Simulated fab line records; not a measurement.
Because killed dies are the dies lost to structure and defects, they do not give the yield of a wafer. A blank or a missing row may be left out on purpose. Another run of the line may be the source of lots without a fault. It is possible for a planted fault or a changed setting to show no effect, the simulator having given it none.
fab line records -- flow sky130
record: lots: 6, wafers: 18, lastDay: 50
route steps=708 shown NWELL@82 PWDE@84 VT_ADJUST_HVTP@85 VT_ADJUST_LVTN@97
lots that met no fault: taken from a fault-free run of the same line
startH: hours from the record's opening day to when the first of the lot's shown wafers began -- waitH: hours elapsed since this lot's preceding step -- " identical to the entry in the row above -- L1.1+2: one row covering several wafers at once -- - value missing, or start not given -- * or withheld: withheld -- < > ~ a bound
route shown NAME@n: names a module that has steps shown in the file, with the first one's number in the route -- usual: mean and standard deviation over wafers with no fault -- same: alike in all rows -- chamber/n: place in a boat -- sites: the reading at each site -- _std_site: their standard deviation -- _edge_site: the outer-site mean with the inner-site mean subtracted -- radiusMm: how far each site lies from the wafer's centre -- mask NAME#n: copy n -- behind: the most recent tool/chamber to have shaped the wafer -- hold: what put the lot on hold/how long, in hours/how the hold closed -- device: the transistor (n, p or np) that didn't switch -- end of line: tests run on the same wafers once the route is complete -- where a step has no rows: the recipe by itself -- killed: dies that structure and defects cost at the first sort, which is not the same as the wafer's yield -- map: a wafer's dies, marking killed ones x, the rest . and places with no die _
set.NAME: the setting the step ran with; set.NAME@STEP: the setting that earlier step ran with -- model.NAME: the simulator's own value behind a step, which no gauge read
certain route steps with their lots: each step a table, each wafer a row
services: the hour from which a tool's chamber was out of use, counted from the record's first day as startH (under 0 if before that day), plus the number of hours and why
== steps ==
step: SKY_NWELL_RS_MEAS_29
recipe: thkMeasGauge: four-point-probe
usual: NWELL_RS: 624.2/1.6
lot.wafer,tool,chamber,startH,waitH,NWELL_RS[ohm/sq]
L681.1,filmMetro-02,-,118.36,0.2,624.2
L681.3,filmMetro-02,-,118.36,0.2,624.9
L681.4,filmMetro-02,-,118.36,0.2,623.7
L691.1,filmMetro-04,-,169.86,0.1,622.8
L691.4,filmMetro-04,-,169.86,0.1,622.1
L691.5,filmMetro-04,-,169.86,0.1,621.2
L695.1,filmMetro-04,-,212.71,0.1,625.5
L695.3,filmMetro-04,-,212.71,0.1,625.3
L695.5,filmMetro-04,-,212.71,0.1,624.7
L698.2,filmMetro-03,-,221.85,0.1,626.8
L698.5,filmMetro-03,-,221.85,0.1,624.5
L698.6,filmMetro-03,-,221.85,0.1,624.2
L699.2,filmMetro-03,-,226.01,0.1,623.4
L699.4,filmMetro-03,-,226.01,0.1,623.6
L699.5,filmMetro-03,-,226.01,0.1,623.0
L700.1,filmMetro-03,-,228.85,0.1,622.8
L700.4,filmMetro-03,-,228.85,0.1,624.2
L700.5,filmMetro-03,-,228.85,0.1,622.0
step: SKY_NWELL_RS_MEAS_31
recipe: thkMeasGauge: four-point-probe
usual: PWDE_RS: 5276/14
lot.wafer,tool,chamber,startH,waitH,PWDE_RS[ohm/sq]
L681.1,filmMetro-02,-,118.60,0.1,5277
L681.3,filmMetro-02,-,118.60,0.1,5259
L681.4,filmMetro-02,-,118.60,0.1,5266
L691.1,filmMetro-04,-,170.10,0.1,5276
L691.4,filmMetro-04,-,170.10,0.1,5269
L691.5,filmMetro-04,-,170.10,0.1,5268
L695.1,filmMetro-04,-,212.95,0.1,5276
L695.3,filmMetro-04,-,212.95,0.1,5248
L695.5,filmMetro-04,-,212.95,0.1,5273
L698.2,filmMetro-03,-,222.09,0.1,5268
L698.5,filmMetro-03,-,222.09,0.1,5267
L698.6,filmMetro-03,-,222.09,0.1,5257
L699.2,filmMetro-03,-,226.25,0.1,5273
L699.4,filmMetro-03,-,226.25,0.1,5299
L699.5,filmMetro-03,-,226.25,0.1,5285
L700.1,filmMetro-03,-,229.09,0.1,5250
L700.4,filmMetro-03,-,229.09,0.1,5244
L700.5,filmMetro-03,-,229.09,0.1,5255
step: SKY_VT_ADJUST_HVTP_DEHYDRATE_00
recipe: tempC: 200, timeS: 60
step: SKY_VT_ADJUST_HVTP_HMDS_01
recipe: primeTimeS: 60, primeTempC: 120
step: SKY_VT_ADJUST_HVTP_COAT_02
recipe: resist: NOVOLAK, spinRpm: 3035, resistThkNm: 1140
step: SKY_VT_ADJUST_HVTP_SOFTBAKE_03
recipe: tempC: 90, timeS: 60, resist: NOVOLAK
step: SKY_VT_ADJUST_HVTP_EXPOSE_04
recipe: maskId: HVTPM, na: 0.6, sourceShape: conventional, sigmaOuter: 0.6, polarization: unpolarized, targetCdNm: 380, doseMj: 140
step: SKY_VT_ADJUST_HVTP_PEB_05
recipe: tempC: withheld, timeS: *, resist: NOVOLAK
step: SKY_VT_ADJUST_HVTP_DEVELOP_06
recipe: resist: NOVOLAK, developer: TMAH, developTimeS: 59.14, devTempC: 23
step: SKY_VT_ADJUST_HVTP_CD_MEAS_07
recipe: targetCdNm: 380
usual: cdNm: 380.9/2.1
lot.wafer,tool,chamber,startH,waitH,cdNm
L681.1,cdSem-02,-,135.93,0.1,382.1
L681.3,cdSem-02,-,135.93,0.1,380.9
L681.4,cdSem-02,-,135.93,0.1,382.4
L691.1,cdSem-01,-,190.82,0.1,379.9
L691.4,cdSem-01,-,190.82,0.1,377.4
L691.5,cdSem-01,-,190.82,0.1,378.0
L695.1,cdSem-01,-,235.97,0.1,381.6
L695.3,cdSem-01,-,235.97,0.1,379.9
L695.5,cdSem-01,-,235.97,0.1,381.5
L698.2,cdSem-01,-,244.78,0.1,378.8
L698.5,cdSem-01,-,244.78,0.1,381.0
L698.6,cdSem-01,-,244.78,0.1,381.8
L699.2,cdSem-01,-,249.39,0.1,379.5
L699.4,cdSem-01,-,249.39,0.1,377.7
L699.5,cdSem-01,-,249.39,0.1,376.1
L700.1,cdSem-02,-,252.67,0.1,383.8
L700.4,cdSem-02,-,252.67,0.1,384.7
L700.5,cdSem-02,-,252.67,0.1,383.2
step: SKY_VT_ADJUST_HVTP_OVL_MEAS_08
usual: VT_ADJUST_HVTP_OVL: 0.3/1.6
lot.wafer,tool,chamber,startH,waitH,VT_ADJUST_HVTP_OVL[nm]
L681.1,overlay-02,-,136.05,0.1,0.7
L681.3,overlay-02,-,136.05,0.1,1.5
L681.4,overlay-02,-,136.05,0.1,1.0
L691.1,overlay-01,-,190.94,0.1,2.2
L691.4,overlay-01,-,190.94,0.1,2.4
L691.5,overlay-01,-,190.94,0.1,-0.3
L695.1,overlay-01,-,236.09,0.1,2.4
L695.3,overlay-01,-,236.09,0.1,2.1
L695.5,overlay-01,-,236.09,0.1,2.7
L698.2,overlay-01,-,244.89,0.1,0.4
L698.5,overlay-01,-,244.89,0.1,0.7
L698.6,overlay-01,-,244.89,0.1,2.1
L699.2,overlay-02,-,249.49,0.1,0.8
L699.4,overlay-02,-,249.49,0.1,1.9
L699.5,overlay-02,-,249.49,0.1,1.3
L700.1,overlay-02,-,252.79,0.1,-2.0
L700.4,overlay-02,-,252.79,0.1,-0.7
L700.5,overlay-02,-,252.79,0.1,-2.6
step: SKY_VT_ADJUST_HVTP_IMPLANT_09
recipe: species: As, energyKev: 150, doseCm2: 4.3e+12, tiltDeg: withheld
usual: doseIonsCm2: 4.301e+12/4.8e+09
lot.wafer,tool,chamber,startH,waitH,doseIonsCm2
L681.1,implanter-04,0,136.09,0.0,4.3e+12
L681.3,implanter-04,0,136.09,0.0,4.294e+12
L681.4,implanter-04,0,136.09,0.0,4.3e+12
L691.1,implanter-02,0,190.97,0.0,4.291e+12
L691.4,implanter-02,0,190.97,0.0,4.294e+12
L691.5,implanter-02,0,190.97,0.0,4.286e+12
L695.1,implanter-02,0,236.12,0.0,4.303e+12
L695.3,implanter-02,0,236.12,0.0,4.308e+12
L695.5,implanter-02,0,236.12,0.0,4.295e+12
L698.2,implanter-02,0,244.94,0.0,4.296e+12
L698.5,implanter-02,0,244.94,0.0,4.294e+12
L698.6,implanter-02,0,244.94,0.0,4.298e+12
L699.2,implanter-04,0,249.55,0.0,4.31e+12
L699.4,implanter-04,0,249.55,0.0,4.321e+12
L699.5,implanter-04,0,249.55,0.0,4.305e+12
L700.1,implanter-04,0,252.82,0.0,4.302e+12
L700.4,implanter-04,0,252.82,0.0,4.307e+12
L700.5,implanter-04,0,252.82,0.0,4.298e+12
step: SKY_VT_ADJUST_HVTP_STRIP_10
recipe: chemistry: O2/N2, powerW: 1400, pressureMtorr: 1500, platenTempC: withheld, o2FlowSccm: 3000, n2FlowSccm: 300, overashFraction: 0.5
usual: drypumpMotorCurrentA: 5.5/0.4, oesProductAu: 0.715/0.0041, stripTimeToEndpointS: 14.12/0.046
lot.wafer,tool,chamber,startH,waitH,drypumpMotorCurrentA,oesProductAu,rfHoursCounterH,stripTimeToEndpointS
L681.1,plasmaAsher-02,0,136.24,0.1,6.0,0.717,33,14.09
L681.3,plasmaAsher-02,1,136.24,0.1,5.4,0.711,-,14.07
L681.4,plasmaAsher-02,0,136.24,0.1,6.0,0.717,-,14.04
L691.1,plasmaAsher-04,0,191.12,0.1,5.7,0.718,5,14.09
L691.4,plasmaAsher-04,0,191.12,0.1,5.7,0.713,-,14.09
L691.5,plasmaAsher-04,1,191.12,0.1,5.1,0.718,-,14.14
L695.1,plasmaAsher-03,1,236.27,0.1,4.9,0.712,58,14.10
L695.3,plasmaAsher-03,1,236.27,0.1,4.9,0.717,-,14.14
L695.5,plasmaAsher-03,1,236.27,0.1,5.0,0.714,-,14.14
L698.2,plasmaAsher-04,1,245.07,0.1,5.1,0.723,11,14.14
L698.5,plasmaAsher-04,1,245.07,0.1,5.1,0.720,-,14.12
L698.6,plasmaAsher-04,0,245.07,0.1,5.7,0.716,-,14.17
L699.2,plasmaAsher-03,1,249.67,0.1,5.0,0.714,60,14.05
L699.4,plasmaAsher-03,1,249.67,0.1,4.9,0.724,-,14.06
L699.5,plasmaAsher-03,1,249.67,0.1,4.9,0.713,-,14.08
L700.1,plasmaAsher-04,0,252.97,0.1,5.7,0.706,12,14.14
L700.4,plasmaAsher-04,1,252.97,0.1,5.0,0.712,-,14.10
L700.5,plasmaAsher-04,1,252.97,0.1,5.1,0.712,-,14.13
step: SKY_VT_ADJUST_HVTP_TW_MEAS_11
usual: VT_ADJUST_HVTP_TW: 1358/19
lot.wafer,tool,chamber,startH,waitH,VT_ADJUST_HVTP_TW
L681.1,filmMetro-01,-,136.34,0.1,1336
L681.3,filmMetro-01,-,136.34,0.1,1330
L681.4,filmMetro-01,-,136.34,0.1,1343
L691.1,filmMetro-02,-,191.22,0.1,1345
L691.4,filmMetro-02,-,191.22,0.1,1361
L691.5,filmMetro-02,-,191.22,0.1,1355
L695.1,filmMetro-01,-,236.37,0.1,1254
L695.3,filmMetro-01,-,236.37,0.1,1247
L695.5,filmMetro-01,-,236.37,0.1,1242
L698.2,filmMetro-04,-,245.18,0.1,1292
L698.5,filmMetro-04,-,245.18,0.1,1291
L698.6,filmMetro-04,-,245.18,0.1,1297
L699.2,filmMetro-02,-,249.78,0.1,1360
L699.4,filmMetro-02,-,249.78,0.1,1358
L699.5,filmMetro-02,-,249.78,0.1,1357
L700.1,filmMetro-04,-,253.07,0.1,1388
L700.4,filmMetro-04,-,253.07,0.1,1382
L700.5,filmMetro-04,-,253.07,0.1,1391
step: SKY_VT_ADJUST_LVTN_DEHYDRATE_00
recipe: tempC: 200, timeS: 60
== services ==
tool,chamber,startH,hours,kind
plasmaAsher-04,-,113.37,14.6,pm
plasmaAsher-02,-,117.20,2.8,pm
plasmaAsher-04,-,127.97,9.0,pm
plasmaAsher-04,0,127.97,9.0,ventCycle
plasmaAsher-04,1,127.97,9.0,ventCycle
plasmaAsher-04,0,136.97,-,clean
plasmaAsher-04,1,136.97,-,clean
implanter-04,-,149.83,9.8,repair
implanter-04,-,176.40,4.2,pm
implanter-04,-,188.26,4.0,repair
implanter-02,-,191.47,9.8,repair
implanter-04,-,192.29,9.2,pm
plasmaAsher-03,-,226.45,0.9,repair
== key ==
firstSign: step: SKY_VT_ADJUST_HVTP_TW_MEAS_11, reading: VT_ADJUST_HVTP_TW, direction: down, sigmas: 4.7, usual: 1358, struck: 1271
effect none on later readings
metAt SKY_VT_ADJUST_HVTP_IMPLANT_09
struckWafers L695.1,L695.3,L695.5,L698.2,L698.5,L698.6
testerLeftOut L695,L698
onsetBetween 190.97 236.12
fault: kind: processParameterDrift, tool: implanter-02, chamber: -, onsetH: 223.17, steps: SKY_VT_ADJUST_HVTP_IMPLANT_09, channel: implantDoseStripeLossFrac, offset: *, shape: step, endH: 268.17
testerLeftOut: of these lots the tester's yield and bins aren't shown, on N5 and GAA mostly nor the transistor test; their killed dies are dies lost to structure and defects alone, not to doping, threshold or leakage, so they don't give the yield
